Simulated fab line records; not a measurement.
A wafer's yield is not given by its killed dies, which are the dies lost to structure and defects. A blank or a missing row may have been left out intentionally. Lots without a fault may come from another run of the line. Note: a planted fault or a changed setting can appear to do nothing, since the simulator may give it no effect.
Lot-split experiment    flow sfq_line    5 lots, 23 wafers read, on a route of 325 steps

== SPLIT DETAILS ==
At SFQ_TRILAYER_M0_DEP_SPUTTER_019 (material Nb, target thk 200 nm, time 133.3 s), the setting power_w was moved away from the recipe's 2000 W on 5 of the 23 wafers read, by -8.8% to +3.2%. For the rest of the wafers, this setting stayed at what the recipe calls for.

== FROM THE SPLIT TO THE READING: what the file shows between them, 5 steps ==
- SFQ_M0_RS_MEAS_904: measures by four-point-probe
- SFQ_TRILAYER_M0_LITHO_COAT_021: resist thk 600 nm (also split here: spin_rpm)
- SFQ_TRILAYER_M0_LITHO_SOFTBAKE_025
- SFQ_TRILAYER_M0_LITHO_EXPOSE_022: exposes mask M0, target cd 500 nm
- SFQ_TRILAYER_M0_BARC_OPEN_METAL_ETCH_031: etches BARC in O2, target depth 125 nm, time 41.7 s

== THE READING ==
oes_product_au, in a.u., at SFQ_TRILAYER_M0_ETCH_METAL_ETCH_024 (etches Nb in Cl2/Ar, stops on SiO2, target depth 240 nm, time 120 s). Typical for fault-free wafers on this fab line: 0.893 a.u., with standard deviation 0.0067 a.u.

wafer   tool, chamber at the split  power_w as run, W  against the recipe  oes_product_au, a.u.  against lot-mates on the recipe
L074.2  pvd_sputter-03, -           2000               recipe              0.900                 -
L074.3  pvd_sputter-03, -           1824               -8.8%               0.854                 -0.043
L074.4  pvd_sputter-03, -           1824               -8.8%               0.861                 -0.036
L074.5  pvd_sputter-03, -           2000               recipe              0.894                 -
L074.6  pvd_sputter-03, -           1824               -8.8%               0.861                 -0.036
L079.1  pvd_sputter-03, -           2000               recipe              0.889                 -
L079.3  pvd_sputter-03, -           2000               recipe              0.901                 -
L079.6  pvd_sputter-03, -           2000               recipe              0.896                 -
L081.1  pvd_sputter-05, -           2000               recipe              0.889                 -
L081.2  pvd_sputter-05, -           2065               +3.2%               0.905                 +0.016
L081.3  pvd_sputter-05, -           2065               +3.2%               0.921                 +0.032
L081.4  pvd_sputter-05, -           2000               recipe              0.880                 -
L081.6  pvd_sputter-05, -           2000               recipe              0.897                 -
L084.1  pvd_sputter-05, -           2000               recipe              0.881                 -
L084.3  pvd_sputter-05, -           2000               recipe              0.895                 -
L084.4  pvd_sputter-05, -           2000               recipe              0.885                 -
L084.5  pvd_sputter-05, -           2000               recipe              0.889                 -
L084.6  pvd_sputter-05, -           2000               recipe              0.894                 -
L085.2  pvd_sputter-06, -           2000               recipe              0.904                 -
L085.3  pvd_sputter-06, -           2000               recipe              0.897                 -
L085.4  pvd_sputter-06, -           2000               recipe              0.903                 -
L085.5  pvd_sputter-06, -           2000               recipe              0.888                 -
L085.6  pvd_sputter-06, -           2000               recipe              0.898                 -

FIT RESULTS
A straight line over all 23 wafers: oes_product_au changes by +0.00418 a.u. for each +1% of power_w; r = +0.89; the points scatter about the line by 0.0072 a.u.
The same after taking each lot's own level away (the mean of its wafers on the recipe; 23 wafers): +0.00471 a.u. for each +1%; r = +0.93; scatter 0.0064 a.u.
The reading moves by 0.041 a.u. for the largest change in power_w, on that fit.
Across the lots, their own levels run from 0.8887 to 0.8980 a.u., a range of 1.4 times the standard deviation given above.
Hence the slope depends on the lot-to-lot level, as the two fits are not the same.
Check: -0.039 a.u. against its lot-mates is what the line predicts for one of the wafers moved furthest among these (-8.8%) when that wafer is left out of the fit. Against them it came out at -0.043 a.u.

== THE OTHER SPLITS THESE WAFERS WENT THROUGH ==
These wafers also went through other splits before the reading. Each is held against what the fit with the lots' levels taken away leaves over:
other split on the same wafers                     wafers away from the commonest value  r with oes_product_au (lot level and that fit taken away)
SFQ_TRILAYER_INCOMING_OXIDATION_002 temp_c         13                                    -0.14
SFQ_TRILAYER_L0_CAP_PECVD_011 time_s               8                                     +0.26
SFQ_TRILAYER_L0_VIA_BARC_OPEN_VIA_ETCH_021 bias_w  10                                    +0.12
SFQ_TRILAYER_M0_LITHO_COAT_021 spin_rpm            10                                    -0.15

== THE WHOLE CHAIN: every reading that the file lists as answering this split, in the file's order ==
step                                   what it does                                                         reading                                                                                    change (the file's fit)                    r (the file's)
SFQ_TRILAYER_M0_DEP_SPUTTER_019        material Nb, target thk 200 nm, time 133.3 s                         Nb_of_TRILAYER_M0_DEP_SPUTTER_019.thk_nm (the simulator's own value, which no gauge read)  +1.82 nm for each +1% of the setting       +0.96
SFQ_M0_RS_MEAS_904                     measures by four-point-probe                                         M0_NB_RS                                                                                   -0.00861 for each +1% of the setting       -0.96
SFQ_TRILAYER_M0_ETCH_METAL_ETCH_024    etches Nb in Cl2/Ar, stops on SiO2, target depth 240 nm, time 120 s  oes_product_au                                                                             +0.00469 a.u. for each +1% of the setting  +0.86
SFQ_TRILAYER_I0_VIA_ETCH_VIA_ETCH_034  etches SiO2 in CHF3, stops on Nb, target depth 260 nm                Nb_of_TRILAYER_M0_DEP_SPUTTER_019.thk_nm (the simulator's own value, which no gauge read)  +1.88 nm for each +1% of the setting       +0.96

== FILE'S OWN FIT ==
oes_product_au changes by +0.00469 a.u. for each +1% of power_w, r = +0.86.
